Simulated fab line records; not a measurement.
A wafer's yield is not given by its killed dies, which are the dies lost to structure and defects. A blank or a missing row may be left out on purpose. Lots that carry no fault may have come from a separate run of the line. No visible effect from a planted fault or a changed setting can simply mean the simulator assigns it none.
Chamber matching ; flow gf180mcu ; GF_V4_CMP_04 on cmp-01: 4 sister chambers
The step polishes SiO2. 18 wafers are shown with their chamber, then 9 later ones without.

WAFERS, EACH WITH ITS CHAMBER
wafer;chamber;motor-current-A (A);time-to-endpoint-s (s)
L076.4;1;12.9;89
L076.5;1;12.8;78
L076.6;0;11.9;78
L077.2;3;13.1;78
L077.3;2;11.8;84
L077.6;0;11.5;86
L082.1;2;12.8;85
L082.5;1;13.2;88
L082.6;2;12.0;91
L083.2;1;12.6;76
L083.4;0;11.4;85
L083.5;3;13.3;80
L084.3;3;13.1;80
L084.4;1;12.9;82
L084.6;0;11.7;83
L089.1;3;12.9;80
L089.3;0;10.8;87
L089.6;1;13.0;94

SIGNATURES (means of the wafers above)
reading;chamber 0;chamber 1;chamber 2;chamber 3;scatter within a chamber
motor-current-A;11.460;12.900;12.200;13.100;0.331
time-to-endpoint-s;83.80;84.50;86.67;79.50;4.83
Rule: a wafer's distance from a chamber is the root of the sum, over the readings, of the square of ((its reading less the chamber's mean) divided by the reading's scatter). If the next closest chamber is less than 2 further off than the closest, the wafer can't be placed; otherwise it belongs to the closest. The scatter: take each reading less its chamber's mean, square it, sum over the shown wafers, divide by the number of wafers less the number of chambers, and take the root.

WAFERS MISSING THEIR CHAMBER
wafer;motor-current-A (A);time-to-endpoint-s (s)
L090.1;11.0;81
L090.2;13.3;82
L090.3;14.0;76
L093.1;12.5;85
L093.3;12.9;84
L093.5;13.2;79
L097.2;13.1;78
L097.3;13.7;85
L097.6;12.6;84

EACH ONE'S CHAMBER
wafer;from the rows above;in truth
L090.1;0;0
L090.2;can't be placed: 3 or 1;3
L090.3;can't be placed: 3 or 1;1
L093.1;can't be placed: 2 or 1 or 3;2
L093.3;can't be placed: 1 or 3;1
L093.5;can't be placed: 3 or 1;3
L097.2;can't be placed: 3 or 1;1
L097.3;can't be placed: 3 or 1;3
L097.6;can't be placed: 1 or 2 or 3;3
Correctly placed: 1 of 9. Unplaceable from these rows: 8, with the true chamber sitting among the candidates in 8. Number placed wrongly: 0.
